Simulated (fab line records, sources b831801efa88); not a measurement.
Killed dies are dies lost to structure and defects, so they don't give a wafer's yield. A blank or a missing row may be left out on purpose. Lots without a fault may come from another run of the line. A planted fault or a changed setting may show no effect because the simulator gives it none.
Which tool did it? | flow sfq_line | 14 lots, 42 wafers sampled, at 2 steps of a route of 325

WHAT THE GAUGES READ, wafer by wafer
SFQ_I5_OVL_MEAS_936.
lot  | measured     | on         | I5_OVL (nm)
L204 | day 76 15:26 | overlay-01 | -12 -12 -5
L209 | day 77 17:10 | overlay-02 | 4 5 4
L210 | day 78 11:29 | overlay-01 | -4 -7 -6
L211 | day 78 15:56 | overlay-01 | 3 2 3
L213 | day 79 09:56 | overlay-02 | 9 6 7
L214 | day 79 20:44 | overlay-01 | 1 3 3
L216 | day 80 01:11 | overlay-02 | 10 3 4
L217 | day 81 03:17 | overlay-01 | 3 4 8
L220 | day 81 13:32 | overlay-01 | 0 6 3
L222 | day 81 20:44 | overlay-01 | -2 9 -1
L223 | day 81 23:08 | overlay-01 | 1 0 -2
L224 | day 82 00:20 | overlay-01 | 4 -1 6
L225 | day 82 02:43 | overlay-01 | -3 -3 -5
L226 | day 85 22:47 | overlay-01 | 1 -2 -1

WHICH TOOL RAN EACH LOT (tool, then ch and the chambers of the sampled wafers, then the start)
lot  | SFQ_TRILAYER_A5B_CMP_CMP_130
L204 | cmp-01 ch 0,2,3, day 71 03:25
L209 | cmp-01 ch 0,3, day 71 23:25
L210 | cmp-02 ch 0,2,3, day 73 05:30
L211 | cmp-02 ch 0,2, day 73 12:14
L213 | cmp-01 ch 0,3, day 74 08:25
L214 | cmp-02 ch 0,1,2, day 75 01:28
L216 | cmp-01 ch 1,2, day 75 05:28
L217 | cmp-01 ch 0,2,3, day 76 16:01
L220 | cmp-01 ch 0,1,3, day 76 21:31
L222 | cmp-01 ch 0,2,3, day 77 06:13
L223 | cmp-02 ch 0,1,2, day 77 06:55
L224 | cmp-01 ch 0,1,2, day 77 10:12
L225 | cmp-02 ch 0,3, day 77 10:43
L226 | cmp-02 ch 1,3, day 77 13:43
- SFQ_TRILAYER_A5B_CMP_CMP_130: polishes, stops on Nb, target thk 340.7 nm.

WHAT THE TOOLS THEMSELVES READ (means of the sampled wafers that have a number; where no wafer has one, the mark that the record gives instead)
SFQ_TRILAYER_A5B_CMP_CMP_130.
lot  | tool   | edge_zone_pressure_frac | motor_current_A (A)
L204 | cmp-01 | 1.000                   | 10.3
L209 | cmp-01 | 1.001                   | 10.1
L210 | cmp-02 | 1.002                   | 10.7
L211 | cmp-02 | 1.003                   | 9.1
L213 | cmp-01 | 0.993                   | 9.7
L214 | cmp-02 | 1.001                   | 10.0
L216 | cmp-01 | 1.004                   | 10.8
L217 | cmp-01 | 1.002                   | 10.8
L220 | cmp-01 | 0.997                   | 10.0
L222 | cmp-01 | 1.004                   | 10.5
L223 | cmp-02 | 0.995                   | 10.0
L224 | cmp-01 | 1.003                   | 11.1
L225 | cmp-02 | 1.000                   | 11.5
L226 | cmp-02 | 1.002                   | 11.5

THE ANSWER, worked out from the rows above alone
Rule: what is usual is taken from the lots themselves. Put in order of their means at a reading, lots are off if they are a third of the lots or fewer, leave a main group of 4 or more, and stand apart from it by a gap of 3 or more times the standard deviation of the main group's means; of several such gaps the widest counts. A main group whose means are all the same, to the digits that the tables above print for the reading, isn't used. A lot without any number at a reading at which 4 lots or more have one is off too. The other lots that the step has rows for count as sound. The gauges are gone through in route order, then the tools' own readings, and for those a lot's mean is taken as printed above. The first step at which some lot is off is used, and at that step the reading that is off furthest; a lot without a number counts as furthest.
No lot is off at any reading shown: from this, nothing can be told.

WHAT THE SIMULATOR HAD PUT IN
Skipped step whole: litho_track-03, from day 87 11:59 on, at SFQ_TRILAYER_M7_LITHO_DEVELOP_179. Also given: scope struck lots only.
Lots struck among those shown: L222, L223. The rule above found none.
